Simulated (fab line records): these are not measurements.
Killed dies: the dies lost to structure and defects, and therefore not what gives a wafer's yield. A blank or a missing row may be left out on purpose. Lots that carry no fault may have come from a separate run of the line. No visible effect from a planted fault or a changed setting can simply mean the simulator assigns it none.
One fault through the eyes of 2 desks || flow sfq_line || what lay behind the numbers comes last; until then each desk has only its own

== FOR THE TOOL OWNER'S DESK: rie_diel-02 ==
The tool's own readings at SFQ_TRILAYER_L0_VIA_BARC_OPEN_VIA_ETCH_021 (etches BARC in O2, target depth 125 nm, time 41.7 s): means of the sampled wafers that have a number, for each lot that ran on this tool. If a lot's mean is further than 4 standard deviations from the usual mean, the lot is out of limits and carries the mark OUT (the distance appears in the brackets).
Columns: A = drypump_motor_current_A at SFQ_TRILAYER_L0_VIA_BARC_OPEN_VIA_ETCH_021, usual 5.9 A; B = oes_product_au at SFQ_TRILAYER_L0_VIA_BARC_OPEN_VIA_ETCH_021, usual 0.685 a.u.
{"lot": "L120", "first seen here": "day 6 05:19", "A": 5.7, "B": 0.682}
{"lot": "L130", "first seen here": "day 8 10:17", "A": 6.0, "B": 0.688}
Finding of this desk: none of the 2 lots has anything out of limits.

== FROM THE METROLOGY DESK ==
What the gauges read for every lot (on any tool): the sampled wafers with a number, averaged. If a lot's mean is further than 4 standard deviations from the usual mean, the lot is out of limits and carries the mark OUT (the distance appears in the brackets).
Columns: A = L0V_OVL at SFQ_L0V_OVL_MEAS_903, usual -5 nm
{"lot": "L119", "first seen here": "day 5 20:28", "A": -4}
{"lot": "L120", "first seen here": "day 6 05:17", "A": -2}
{"lot": "L130", "first seen here": "day 8 10:15", "A": -9}
{"lot": "L137", "first seen here": "day 10 07:28", "A": 2}
{"lot": "L138", "first seen here": "day 10 11:05", "A": -3}
Finding of this desk: none of the 5 lots has anything out of limits.

== PUT TOGETHER ==
The desk of the tool owner found nothing out of limits.
Nothing out of limits was seen by the metrology desk.

== WHAT THE SIMULATOR PUT IN ==
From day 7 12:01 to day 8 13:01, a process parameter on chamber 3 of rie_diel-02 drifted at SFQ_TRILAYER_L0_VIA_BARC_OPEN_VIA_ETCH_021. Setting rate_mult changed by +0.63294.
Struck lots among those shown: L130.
